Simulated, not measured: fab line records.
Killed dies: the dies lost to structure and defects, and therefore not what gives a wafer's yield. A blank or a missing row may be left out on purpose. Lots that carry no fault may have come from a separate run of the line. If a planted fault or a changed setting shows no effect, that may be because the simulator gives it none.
The same fault as seen by 2 desks ; flow sky130 ; each desk has only its own numbers; what lay behind them comes last

## THE METROLOGY DESK
Means of the sampled wafers that have a number, per lot and without regard to the tool the lot ran on: this is what the gauges read. The brackets show how far a lot's mean lies from the usual mean; more than 4 standard deviations puts the lot out of limits, marked OUT.
Columns: A = GATE_OXIDE_OXIDATION_00_THK at SKY_GATE_OXIDE_THK_MEAS_02, usual 10.29 nm; B = cd-nm at SKY_SD_N_CD_MEAS_07, usual 380.2 nm
lot;first seen here;A;B
L381;day 12 18:44;10.00;385.5
L386;day 14 12:15;10.27;378.6
L387;day 14 22:06;9.08 (-5.8) OUT;376.8
L388;day 15 10:58;9.12 (-5.6) OUT;381.1
L389;day 15 15:23;9.28 (-4.8) OUT;380.4
L396;day 18 06:40;10.23;378.9
L397;day 18 15:05;10.07;383.1
L399;day 19 02:12;9.88;379.6
L400;day 19 14:53;10.68;380.5
L401;day 19 22:06;9.89;380.3
L402;day 19 22:07;10.26;378.7
This desk's result: L387, L388, L389 out of limits, first on L387 (GATE_OXIDE_OXIDATION_00_THK at SKY_GATE_OXIDE_THK_MEAS_02), day 14 22:06. L381, L386, L396, L397, L399, L400, L401, L402 stayed within limits.

## TOOL OWNER'S DESK, furnace-02
The tool's own readings at SKY_GATE_OXIDE_OXIDATION_01 (stabilise 600 s, purge 300 s, target thk 10.268 nm): means of the sampled wafers that have a number, for each lot that ran on this tool. The brackets show how far a lot's mean lies from the usual mean; more than 4 standard deviations puts the lot out of limits, marked OUT.
Columns: A = spike-tc-bottom-C at SKY_GATE_OXIDE_OXIDATION_01, usual 918.9 C; B = spike-tc-centre-C at SKY_GATE_OXIDE_OXIDATION_01, usual 900.2 C; C = spike-tc-lower-C at SKY_GATE_OXIDE_OXIDATION_01, usual 900.8 C; D = spike-tc-top-C at SKY_GATE_OXIDE_OXIDATION_01, usual 910.6 C; E = spike-tc-upper-C at SKY_GATE_OXIDE_OXIDATION_01, usual 899.3 C; F = zone-power-centre-pct at SKY_GATE_OXIDE_OXIDATION_01, usual 19.37 %
lot;first seen here;A;B;C;D;E;F
L386;day 14 10:50;917.5;900.5;900.4;910.5;898.4;19.31
L387;day 14 20:41;906.8 (-7.1) OUT;889.0 (-11) OUT;889.0 (-13) OUT;898.3 (-7.7) OUT;886.4 (-13) OUT;19.06
L388;day 15 09:34;906.1 (-7.5) OUT;889.1 (-11) OUT;889.4 (-12) OUT;898.3 (-7.7) OUT;887.1 (-12) OUT;18.92
L389;day 15 13:59;905.6 (-7.8) OUT;889.8 (-10) OUT;889.0 (-13) OUT;897.1 (-8.4) OUT;887.6 (-12) OUT;18.69
L396;day 18 05:15;917.4;900.8;900.0;908.6;899.3;19.31
L397;day 18 13:40;916.7;901.5;900.7;908.9;898.8;19.52
L400;day 19 13:29;918.2;900.5;900.9;909.7;899.0;19.47
L401;day 19 20:41;917.7;900.8;902.3;909.3;898.3;19.36
L402;day 19 20:41;917.3;900.0;900.0;909.6;899.3;19.37
This desk's verdict: out of limits on L387, L388, L389, starting with L387 at day 14 20:41 (spike-tc-bottom-C at SKY_GATE_OXIDE_OXIDATION_01). L386, L396, L397, L400, L401, L402 stayed within limits.

## PUT TOGETHER
An alarm could have come from the tool owner's desk at day 14 20:41, on L387, L388, L389.
At day 14 22:06 the metrology desk could have sounded an alarm, on L387, L388, L389.
On furnace-02, each named lot ran SKY_GATE_OXIDE_OXIDATION_01.

## WHAT THE SIMULATOR HAD INSERTED
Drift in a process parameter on furnace-02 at SKY_GATE_OXIDE_OXIDATION_01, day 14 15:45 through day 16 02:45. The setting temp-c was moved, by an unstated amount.
Lots struck among those shown: L387, L388, L389.
Time in hours from fault onset to the first out-of-limits reading at each desk: tool owner's desk 5, metrology desk 6.
